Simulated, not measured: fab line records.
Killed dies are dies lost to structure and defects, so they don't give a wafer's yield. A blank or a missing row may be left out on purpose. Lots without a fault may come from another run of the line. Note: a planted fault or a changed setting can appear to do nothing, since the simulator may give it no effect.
The same fault as seen by 2 desks :: flow gf180mcu :: each desk has only its own numbers; what lay behind them comes last

METROLOGY DESK
Means of the sampled wafers that have a number, per lot and without regard to the tool the lot ran on: this is what the gauges read. The brackets show how far a lot's mean lies from the usual mean; more than 4 standard deviations puts the lot out of limits, marked OUT.
Columns: A = PASSIVATION_CVD_02_THK at GF_PASSIVATION_THK_MEAS_03, usual 703 nm
lot: L623
first seen here: day 28 12:05
A: 715

lot: L624
first seen here: day 28 19:22
A: 709

lot: L625
first seen here: day 28 23:32
A: 698

lot: L628
first seen here: day 30 01:10
A: 700

lot: L630
first seen here: day 30 15:35
A: 694

lot: L631
first seen here: day 30 22:44
A: 696

lot: L632
first seen here: day 31 06:49
A: 693

lot: L633
first seen here: day 31 09:26
A: 698

lot: L635
first seen here: day 31 23:50
A: 709

lot: L636
first seen here: day 32 19:04
A: 704

lot: L639
first seen here: day 33 03:10
A: 710

lot: L645
first seen here: day 34 17:04
A: 694
This desk's verdict: no lot among the 12 shows anything out of limits.

TOOL OWNER'S DESK, plasma-asher-02
The tool's own readings at GF_V2_STRIP_18 (strips in O2/N2): means of the sampled wafers that have a number, for each lot that ran on this tool. The brackets show how far a lot's mean lies from the usual mean; more than 4 standard deviations puts the lot out of limits, marked OUT.
Columns: A = drypump-motor-current-A at GF_V2_STRIP_18, usual 5.8 A; B = heater-power-w at GF_V2_STRIP_18, usual 318 W; C = oes-product-au at GF_V2_STRIP_18, usual 0.592 a.u.
lot: L623
first seen here: day 20 15:05
A: 5.5
B: 279
C: 0.593

lot: L628
first seen here: day 22 12:59
A: 5.7
B: 319
C: 0.597

lot: L631
first seen here: day 23 18:20
A: 5.7
B: 319
C: 0.590

lot: L633
first seen here: day 24 07:13
A: 5.7
B: 319
C: 0.593

lot: L635
first seen here: day 24 22:16
A: 5.7
B: 321
C: 0.592

lot: L636
first seen here: day 25 23:35
A: 5.7
B: 318
C: 0.590

lot: L639
first seen here: day 26 11:23
A: 5.6
B: 295
C: 0.596
This desk's verdict: no lot among the 7 shows anything out of limits.

PUT TOGETHER
Metrology desk: nothing out of limits seen.
Nothing out of limits was seen by the tool owner's desk.

WHAT WAS PUT IN BY THE SIMULATOR
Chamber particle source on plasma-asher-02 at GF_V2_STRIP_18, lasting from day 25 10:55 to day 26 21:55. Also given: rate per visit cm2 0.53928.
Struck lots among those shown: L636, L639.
